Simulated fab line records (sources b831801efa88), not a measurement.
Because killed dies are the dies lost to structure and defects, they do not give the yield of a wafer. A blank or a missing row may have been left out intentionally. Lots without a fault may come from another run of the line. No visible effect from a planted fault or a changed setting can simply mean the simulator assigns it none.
Check of tool commonality + flow gf180mcu + 13 lots and 39 wafers in the sample

## REASON FOR OPENING
GF_PSD_TW_MEAS_11, reading PSD_TW: flagged on 1 of 13 lots. Wafers without a fault read 3170, standard deviation 25.
Rule: a lot is flagged in two cases, either no wafer of it has a number, or all its wafers with numbers fall more than 4 standard deviations from that mean. As for the other lots, they are considered sound.

| lot  | measured     | on            | PSD_TW, wafer by wafer | flag    |
|------|--------------|---------------|------------------------|---------|
| L111 | day 15 08:13 | film metro-01 | 30 30 30               | FLAGGED |
| L117 | day 17 12:52 | film metro-04 | 3167 3179 3200         |         |
| L116 | day 17 14:00 | film metro-04 | 3162 3167 3168         |         |
| L120 | day 18 11:22 | film metro-04 | 3208 3207 3214         |         |
| L122 | day 19 04:14 | film metro-03 | 3144 3125 3153         |         |
| L123 | day 19 20:07 | film metro-03 | 3138 3136 3141         |         |
| L124 | day 20 08:31 | film metro-01 | 3186 3191 3182         |         |
| L125 | day 20 12:06 | film metro-04 | 3185 3196 3190         |         |
| L126 | day 20 20:58 | film metro-01 | 3181 3167 3171         |         |
| L127 | day 21 02:25 | film metro-04 | 3185 3195 3179         |         |
| L128 | day 21 13:37 | film metro-01 | 3180 3187 3155         |         |
| L131 | day 22 12:34 | film metro-03 | 3169 3162 3160         |         |
| L132 | day 22 21:06 | film metro-04 | 3196 3195 3184         |         |
Averaged over the flagged lots the numbers come to 30, -3140 from the usual (-99 or more standard deviations).

## LOT BY LOT: THE TOOL USED
Before the reading, the record contains 2 process steps out of a 602-step route. Cell contents, in order: the tool; ch with the chambers the sampled wafers went through; the start.
| lot  | flag    | GF_NSD_STRIP_11                      | GF_PSD_STRIP_10                      |
|------|---------|--------------------------------------|--------------------------------------|
| L111 | FLAGGED | plasma asher-03 ch 1, day 14 10:13   | plasma asher-04 ch 0,1, day 15 08:06 |
| L117 |         | plasma asher-01 ch 0,1, day 16 13:37 | plasma asher-02 ch 0,1, day 17 12:46 |
| L116 |         | plasma asher-01 ch 0,1, day 16 14:48 | plasma asher-04 ch 0,1, day 17 13:54 |
| L120 |         | plasma asher-03 ch 0,1, day 17 11:44 | plasma asher-02 ch 0,1, day 18 11:16 |
| L122 |         | plasma asher-03 ch 0,1, day 18 03:24 | plasma asher-02 ch 0,1, day 19 04:07 |
| L123 |         | plasma asher-04 ch 0,1, day 18 18:40 | plasma asher-02 ch 0,1, day 19 20:01 |
| L124 |         | plasma asher-04 ch 0,1, day 19 07:17 | plasma asher-02 ch 0,1, day 20 08:25 |
| L125 |         | plasma asher-04 ch 0,1, day 19 11:25 | plasma asher-01 ch 0,1, day 20 12:00 |
| L126 |         | plasma asher-03 ch 0, day 19 19:52   | plasma asher-04 ch 0,1, day 20 20:52 |
| L127 |         | plasma asher-03 ch 0,1, day 20 01:11 | plasma asher-01 ch 0,1, day 21 02:20 |
| L128 |         | plasma asher-03 ch 0,1, day 20 12:27 | plasma asher-04 ch 0,1, day 21 13:31 |
| L131 |         | plasma asher-04 ch 0,1, day 21 12:56 | plasma asher-01 ch 0,1, day 22 12:28 |
| L132 |         | plasma asher-01 ch 0,1, day 21 21:11 | plasma asher-04 ch 0,1, day 22 21:00 |
What these steps do:
- GF_NSD_STRIP_11: strips in O2/N2.
- GF_PSD_STRIP_10: strips in O2/N2.
- GF_PSD_TW_MEAS_11

## FLAGGED OVER TOTAL, TOOL BY TOOL (the gauges that took the reading come last)
| step              | tool            | lots run | flagged | share of the flagged lots | sound lots run after its first flagged lot |
|-------------------|-----------------|----------|---------|---------------------------|--------------------------------------------|
| GF_NSD_STRIP_11   | plasma asher-01 | 3        | 0       | none                      | -                                          |
| GF_NSD_STRIP_11   | plasma asher-03 | 6        | 1       | all                       | 5 (L120,L122,L126,L127,L128)               |
| GF_NSD_STRIP_11   | plasma asher-04 | 4        | 0       | none                      | -                                          |
| GF_PSD_STRIP_10   | plasma asher-01 | 3        | 0       | none                      | -                                          |
| GF_PSD_STRIP_10   | plasma asher-02 | 5        | 0       | none                      | -                                          |
| GF_PSD_STRIP_10   | plasma asher-04 | 5        | 1       | all                       | 4 (L116,L126,L128,L132)                    |
| GF_PSD_TW_MEAS_11 | film metro-01   | 4        | 1       | all                       | 3 (L124,L126,L128)                         |
| GF_PSD_TW_MEAS_11 | film metro-03   | 3        | 0       | none                      | -                                          |
| GF_PSD_TW_MEAS_11 | film metro-04   | 6        | 0       | none                      | -                                          |

## WHAT IS ALLOWED BY THE TABLE
All flagged lots were run by 3 table rows, namely plasma asher-03 at GF_NSD_STRIP_11, plasma asher-04 at GF_PSD_STRIP_10, film metro-01 at GF_PSD_TW_MEAS_11.
- plasma asher-03 at GF_NSD_STRIP_11: 1 of its 6 lots flagged. Lots that were sound ran on it after the first flagged one (L120, L122, L126, L127, L128); a persistent fault on the entire tool would not allow that. Its own readings lie more than 4 standard deviations out on every wafer of the flagged lots: oes product au.
- plasma asher-04 at GF_PSD_STRIP_10: 1 of its 5 lots flagged. Lots that were sound ran on it after the first flagged one (L116, L126, L128, L132); a persistent fault on the entire tool would not allow that. Its own readings lie more than 4 standard deviations out on every wafer of the flagged lots: oes product au, strip time to endpoint s.
- film metro-01 at GF_PSD_TW_MEAS_11: 1 of its 4 lots flagged. Lots that were sound ran on it after the first flagged one (L124, L126, L128); a persistent fault on the entire tool would not allow that.
There is no row in the table that ran each flagged lot and no sound lot after the first.

## WHAT THE SIMULATOR PUT IN
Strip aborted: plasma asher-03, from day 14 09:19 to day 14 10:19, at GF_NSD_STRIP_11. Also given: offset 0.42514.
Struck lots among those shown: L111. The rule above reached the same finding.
